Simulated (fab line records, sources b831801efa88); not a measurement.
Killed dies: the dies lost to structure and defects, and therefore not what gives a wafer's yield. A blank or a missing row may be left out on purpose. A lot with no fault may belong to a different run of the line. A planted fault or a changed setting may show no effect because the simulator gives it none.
What tool caused it? -- flow gf180mcu -- 6 lots, 18 wafers sampled, at 2 steps of a route of 602

## WHAT THE GAUGES READ, wafer by wafer
GF_M2_CD_MEAS_14: target cd 280 nm.
lot,measured,on,cd nm (nm)
L902,day 19 16:55,cd sem-01,277.9 279.9 279.3
L904,day 20 18:38,cd sem-02,279.1 279.2 278.0
L913,day 23 23:31,cd sem-01,278.1 277.1 279.6
L915,day 24 19:20,cd sem-02,273.8 273.8 274.5
L917,day 25 03:21,cd sem-01,278.1 278.5 278.0
L919,day 25 21:44,cd sem-02,278.7 280.1 279.0

## WHAT TOOL EACH LOT RAN ON (gives the tool, then ch and the chambers of the sampled wafers, and finally the start)
lot,GF_M2_PEB_12
L902,"litho track-02 ch 0, day 19 16:34"
L904,"litho track-02 ch 0, day 20 18:18"
L913,"litho track-01 ch 0, day 23 23:11"
L915,"litho track-03 ch 0, day 24 19:01"
L917,"litho track-01 ch 0, day 25 03:00"
L919,"litho track-01 ch 0, day 25 21:25"
- GF_M2_PEB_12: peb time 90 s.

## THE ANSWER, worked out from the rows above alone
Rule: usual is defined by the lots themselves. Put in order of their means at a reading, lots are off if they are a third of the lots or fewer, leave a main group of 4 or more, and stand apart from it by a gap of 3 or more times the standard deviation of the main group's means; of several such gaps the widest counts. A main group is skipped when, at the precision printed for the reading in the tables above, its means are all equal. A lot without any number at a reading at which 4 lots or more have one is off too. All remaining lots with rows at the step are treated as sound.
Off: L915, at GF_M2_CD_MEAS_14 (cd nm). For the main group the mean is 278.7 nm and the standard deviation 0.42.
If a tool, at a process step before that reading, ran all the lots that are off and no sound lot after the first of them, it fits. Those tools and the gauges at GF_M2_CD_MEAS_14 are tried in the same way. One fits: GF_M2_PEB_12 on litho track-03. It ran no sound lot before its first lot that is off in this sample, so the start can't be narrowed down.

## WHAT THE SIMULATOR PUT IN
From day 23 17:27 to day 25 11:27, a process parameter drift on litho track-03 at GF_M2_PEB_12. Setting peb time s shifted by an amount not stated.
Shown lots that were struck: L915. This agrees with what the rule above found.
